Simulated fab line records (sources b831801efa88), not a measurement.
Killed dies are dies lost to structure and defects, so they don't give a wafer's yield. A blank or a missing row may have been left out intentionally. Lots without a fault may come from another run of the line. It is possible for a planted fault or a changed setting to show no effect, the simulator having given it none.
fab line records	flow gf180mcu
record lots=14	wafers=42	last_day=34
route steps=602 shown VT_IMPLANT@109 HV_LDD@183 PSD@259 CONTACT@291
lots that met no fault: from a run of the same line without faults
start_h: start of the lot's first displayed wafer, in hours after the record's first day	wait_h: how many hours have passed since the lot's step before this one	" the same as in the row above	L1.1+2: one row covering several wafers at once	- no value, or no start given	* or withheld: withheld	< > ~ a bound
route shown NAME@n: names a module that has steps shown in the file, with the first one's number in the route	usual: mean/standard deviation of fault-free wafers	same: alike in all rows	chamber/n: place in a boat	sites: the reading at each site	_std_site: how widely they spread, as a standard deviation	_edge_site: the outer-site mean with the inner-site mean subtracted	radius_mm: how far each site lies from the wafer's centre	mask NAME#n: copy n	behind: tool/chamber where the wafer was last shaped	hold: the reason the lot was held/the length of the hold in hours/how it ended	device: names the non-switching transistor (n, p or np)	end of line: tests of these same wafers at the route's end	step lacking rows: just its recipe	killed: not the wafer's yield, but the dies lost to structure and defects at the first sort	map: a wafer's dies, marking killed ones x, the rest . and places with no die _
set.NAME: the run value of the setting; set.NAME@STEP: its run value at that earlier step	model.NAME: the simulator's own value behind a step, which no gauge read
route steps across a sampled set of lots; one table per step, one row per wafer
services: from which hour (start_h, from the record's first day; less than 0 if before it) a tool's chamber was out of use, for how many hours, and why
## steps
# step GF_VT_IMPLANT_IMPLANT_19
# recipe species=As	energy_kev=100	dose_cm2=4.35e+12	tilt_deg=7
# usual beam_energy_keV=100.00/0.032
lot.wafer	tool	chamber	start_h	wait_h	beam_energy_keV
L648.1	implanter-03	0	128.87	0.0	100.09
L648.3	"	0	"	"	100.05
L648.4	"	0	"	"	100.04
L650.4	implanter-01	0	140.29	0.1	100.00
L650.5	"	0	"	"	99.92
L650.6	"	0	"	"	100.01
L651.2	implanter-04	0	147.29	0.0	100.05
L651.3	"	0	"	"	100.04
L651.5	"	0	"	"	99.97
L652.1	implanter-04	0	157.36	0.0	99.99
L652.4	"	0	"	"	99.98
L652.6	"	0	"	"	100.03
L653.2	implanter-04	0	167.69	0.0	107.36
L653.4	"	0	"	"	107.38
L653.5	"	0	"	"	107.36
L657.2	implanter-04	0	192.88	0.0	107.38
L657.4	"	0	"	"	107.37
L657.5	"	0	"	"	107.37
L660.2	implanter-01	0	205.47	0.0	100.04
L660.3	"	0	"	"	100.02
L660.6	"	0	"	"	100.04
L664.1	implanter-01	0	229.96	0.0	100.03
L664.2	"	0	"	"	99.96
L664.6	"	0	"	"	99.99
L665.2	implanter-01	0	235.38	0.0	99.98
L665.4	"	0	"	"	100.00
L665.5	"	0	"	"	100.00
L667.4	implanter-03	0	249.33	0.1	99.96
L667.5	"	0	"	"	100.05
L667.6	"	0	"	"	100.05
L668.1	implanter-03	0	253.81	0.0	99.97
L668.4	"	0	"	"	99.98
L668.6	"	0	"	"	99.97
L669.4	implanter-01	0	258.23	0.1	100.04
L669.5	"	0	"	"	100.04
L669.6	"	0	"	"	100.07
L670.4	implanter-04	0	267.24	0.1	99.97
L670.5	"	0	"	"	100.01
L670.6	"	0	"	"	100.01
L671.2	implanter-04	0	272.63	0.0	99.98
L671.3	"	0	"	"	100.04
L671.4	"	0	"	"	100.03
# step GF_VT_IMPLANT_TW_MEAS_21
# usual VT_IMPLANT_2_TW=1214/7.4
lot.wafer	tool	chamber	start_h	wait_h	VT_IMPLANT_2_TW
L648.1	film_metro-04	-	129.12	0.1	1198
L648.3	"	-	"	"	1209
L648.4	"	-	"	"	1207
L650.4	film_metro-02	-	140.50	0.1	1221
L650.5	"	-	"	"	1212
L650.6	"	-	"	"	1224
L651.2	film_metro-01	-	147.52	0.1	1210
L651.3	"	-	"	"	1217
L651.5	"	-	"	"	1220
L652.1	film_metro-04	-	157.61	0.1	1208
L652.4	"	-	"	"	1205
L652.6	"	-	"	"	1213
L653.2	film_metro-02	-	167.93	0.1	1253
L653.4	"	-	"	"	1245
L653.5	"	-	"	"	1245
L657.2	film_metro-01	-	193.12	0.1	1230
L657.4	"	-	"	"	1232
L657.5	"	-	"	"	1235
L660.2	film_metro-01	-	205.71	0.1	1213
L660.3	"	-	"	"	1219
L660.6	"	-	"	"	1210
L664.1	film_metro-02	-	230.21	0.1	1220
L664.2	"	-	"	"	1221
L664.6	"	-	"	"	1222
L665.2	film_metro-02	-	235.62	0.1	1227
L665.4	"	-	"	"	1224
L665.5	"	-	"	"	1222
L667.4	film_metro-02	-	249.54	0.1	1213
L667.5	"	-	"	"	1218
L667.6	"	-	"	"	1213
L668.1	film_metro-01	-	254.06	0.1	1215
L668.4	"	-	"	"	1212
L668.6	"	-	"	"	1220
L669.4	film_metro-04	-	258.44	0.1	1211
L669.5	"	-	"	"	1224
L669.6	"	-	"	"	1218
L670.4	film_metro-02	-	267.45	0.1	1227
L670.5	"	-	"	"	1224
L670.6	"	-	"	"	1223
L671.2	film_metro-04	-	272.87	0.1	1215
L671.3	"	-	"	"	1216
L671.4	"	-	"	"	1216
# step GF_HV_LDD_CD_MEAS_07
# recipe target_cd_nm=400
# usual cd_nm=400.7/2.1
lot.wafer	tool	chamber	start_h	wait_h	cd_nm
L648.1	cd_sem-02	-	219.46	0.1	397.7
L648.3	"	-	"	"	400.8
L648.4	"	-	"	"	399.3
L650.4	cd_sem-01	-	231.99	0.1	400.2
L650.5	"	-	"	"	399.0
L650.6	"	-	"	"	399.5
L651.2	cd_sem-02	-	243.84	0.1	400.2
L651.3	"	-	"	"	400.2
L651.5	"	-	"	"	400.6
L652.1	cd_sem-02	-	250.92	0.1	400.2
L652.4	"	-	"	"	398.4
L652.6	"	-	"	"	401.0
L653.2	cd_sem-01	-	267.84	0.1	399.2
L653.4	"	-	"	"	399.3
L653.5	"	-	"	"	401.0
L657.2	cd_sem-01	-	293.79	0.1	399.7
L657.4	"	-	"	"	400.5
L657.5	"	-	"	"	397.7
L660.2	cd_sem-02	-	307.25	0.1	398.8
L660.3	"	-	"	"	401.2
L660.6	"	-	"	"	398.4
L664.1	cd_sem-01	-	337.53	0.1	404.0
L664.2	"	-	"	"	400.7
L664.6	"	-	"	"	403.4
L665.2	cd_sem-02	-	343.30	0.2	399.5
L665.4	"	-	"	"	397.4
L665.5	"	-	"	"	400.4
L667.4	cd_sem-02	-	362.84	0.1	402.2
L667.5	"	-	"	"	404.5
L667.6	"	-	"	"	403.8
L668.1	cd_sem-02	-	366.26	0.1	403.4
L668.4	"	-	"	"	401.9
L668.6	"	-	"	"	403.9
L669.4	cd_sem-01	-	371.23	0.1	405.9
L669.5	"	-	"	"	404.6
L669.6	"	-	"	"	403.6
L670.4	cd_sem-01	-	382.14	0.1	404.0
L670.5	"	-	"	"	400.4
L670.6	"	-	"	"	400.8
L671.2	cd_sem-02	-	389.03	0.1	401.2
L671.3	"	-	"	"	401.1
L671.4	"	-	"	"	400.0
# step GF_PSD_TW_MEAS_11
# usual PSD_TW=3191/23
lot.wafer	tool	chamber	start_h	wait_h	PSD_TW
L648.1	film_metro-01	-	321.40	0.1	3185
L648.3	"	-	"	"	3186
L648.4	"	-	"	"	3185
L650.4	film_metro-04	-	335.10	0.1	3199
L650.5	"	-	"	"	3191
L650.6	"	-	"	"	3174
L651.2	film_metro-02	-	351.83	0.1	3213
L651.3	"	-	"	"	3213
L651.5	"	-	"	"	3204
L652.1	film_metro-02	-	356.84	0.1	3216
L652.4	"	-	"	"	3203
L652.6	"	-	"	"	3208
L653.2	film_metro-02	-	377.93	0.1	3199
L653.4	"	-	"	"	3219
L653.5	"	-	"	"	3209
L657.2	film_metro-02	-	408.83	0.1	3206
L657.4	"	-	"	"	3210
L657.5	"	-	"	"	3206
L660.2	film_metro-02	-	423.03	0.1	3219
L660.3	"	-	"	"	3208
L660.6	"	-	"	"	3226
L664.1	film_metro-02	-	460.14	0.1	3207
L664.2	"	-	"	"	3201
L664.6	"	-	"	"	3208
L665.2	film_metro-04	-	465.18	0.1	3178
L665.4	"	-	"	"	3154
L665.5	"	-	"	"	3158
L667.4	film_metro-04	-	487.40	0.1	3176
L667.5	"	-	"	"	3164
L667.6	"	-	"	"	3185
L668.1	film_metro-02	-	491.16	0.1	3181
L668.4	"	-	"	"	3190
L668.6	"	-	"	"	3192
L669.4	film_metro-04	-	496.34	0.1	3170
L669.5	"	-	"	"	3187
L669.6	"	-	"	"	3174
L670.4	film_metro-01	-	506.44	0.1	3177
L670.5	"	-	"	"	3185
L670.6	"	-	"	"	3191
L671.2	film_metro-02	-	514.48	0.1	3229
L671.3	"	-	"	"	3221
L671.4	"	-	"	"	3221
# step GF_CONTACT_CMP_04
# recipe material=SiO2	down_force_psi=4	platen_rpm=60	pad_velocity_m_s=0.94248
# usual motor_current_A=11.5/0.97	time_to_endpoint_s=113/6.2
lot.wafer	tool	chamber	start_h	wait_h	motor_current_A	time_to_endpoint_s
L648.3	cmp-02	0	344.32	0.1	10.7	117
L648.1	"	1	"	"	11.2	113
L648.4	"	2	"	"	10.4	115
L650.4	cmp-02	0	358.18	0.0	10.7	121
L650.6	"	0	"	"	11.0	115
L650.5	"	1	"	"	10.6	119
L651.2	cmp-02	1	375.72	0.0	11.2	112
L651.3	"	0	"	"	10.8	110
L651.5	"	2	"	"	10.2	107
L652.1	cmp-01	1	380.83	0.1	12.2	105
L652.4	"	3	"	"	11.7	104
L652.6	"	1	"	"	13.3	106
L653.2	cmp-02	3	402.58	0.0	11.7	111
L653.4	"	1	"	"	10.8	120
L653.5	"	0	"	"	10.7	116
L657.2	cmp-01	1	434.68	0.1	11.6	107
L657.4	"	2	"	"	10.2	117
L657.5	"	3	"	"	13.1	115
L660.2	cmp-01	1	449.33	0.1	13.4	112
L660.3	"	2	"	"	10.5	107
L660.6	"	0	"	"	12.6	120
L664.1	cmp-01	3	486.27	0.1	12.0	115
L664.2	"	0	"	"	11.3	118
L664.6	"	3	"	"	12.6	117
L665.2	cmp-01	2	491.31	0.0	9.8	108
L665.4	"	0	"	"	11.4	121
L665.5	"	2	"	"	10.0	110
L667.4	cmp-01	1	512.50	0.2	12.6	119
L667.6	"	2	"	"	10.3	114
L667.5	"	3	"	"	12.7	109
L668.4	cmp-01	0	515.97	0.0	11.9	120
L668.1	"	3	"	"	12.4	110
L668.6	"	0	"	"	12.3	115
L669.4	cmp-01	0	522.36	0.2	12.3	119
L669.5	"	1	"	"	12.2	120
L669.6	"	2	"	"	10.6	115
L670.4	cmp-02	3	531.21	0.1	12.0	125
L670.5	"	1	"	"	11.8	122
L670.6	"	2	"	"	10.1	112
L671.3	cmp-01	3	538.37	0.0	13.0	108
L671.4	"	1	"	"	12.8	118
L671.2	"	2	"	"	10.4	109
## services
tool	chamber	start_h	hours	kind
cmp-01	-	112.47	0.3	repair
implanter-01	-	127.91	2.0	repair
implanter-04	-	135.24	7.9	repair
cmp-02	-	136.49	5.9	pm
cmp-01	-	153.23	14.9	repair
implanter-01	-	155.99	3.2	repair
cmp-02	-	171.14	20.7	repair
implanter-01	-	172.26	2.5	repair
cmp-02	-	191.83	8.6	pm
cmp-01	-	200.55	3.6	pm
cmp-01	-	232.00	4.0	pm
implanter-04	-	244.47	1.4	repair
implanter-01	-	255.34	2.1	repair
implanter-01	-	261.87	8.7	repair
implanter-04	-	294.57	2.8	pm
implanter-04	-	321.75	2.1	repair
cmp-01	-	384.87	4.5	repair
cmp-02	-	404.22	4.0	pm
cmp-02	-	444.16	1.0	repair
implanter-01	-	448.43	1.4	repair
cmp-02	-	449.30	4.5	pm
implanter-01	-	463.61	5.3	pm
cmp-01	-	501.54	5.2	pm
cmp-02	-	506.74	4.3	pm
## key
first_sign step=GF_VT_IMPLANT_IMPLANT_19	reading=beam_energy_keV	direction=up	sigmas=99+	usual=100.00	struck=107.37
effect step=GF_VT_IMPLANT_TW_MEAS_21	reading=VT_IMPLANT_2_TW	direction=up	sigmas=3.6	usual=1214	struck=1240
met_at GF_VT_IMPLANT_IMPLANT_19
struck_lots L653,L657
tester_left_out L653,L657
not_acting_at GF_HV_LDD_CD_MEAS_07,GF_PSD_TW_MEAS_11,GF_CONTACT_CMP_04
onset_between 157.36 167.69
fault kind=process_parameter_drift	tool=implanter-04	chamber=-	onset_h=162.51	steps=GF_VT_IMPLANT_IMPLANT_19	channel=energy_kev	offset=7.3755	shape=step	end_h=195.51	acts_in=these_recipes_only	stated=100
# tester_left_out: of these lots the tester's yield and bins aren't shown, on N5 and GAA mostly nor the transistor test; their killed dies are dies lost to structure and defects alone, not to doping, threshold or leakage, so they don't give the yield
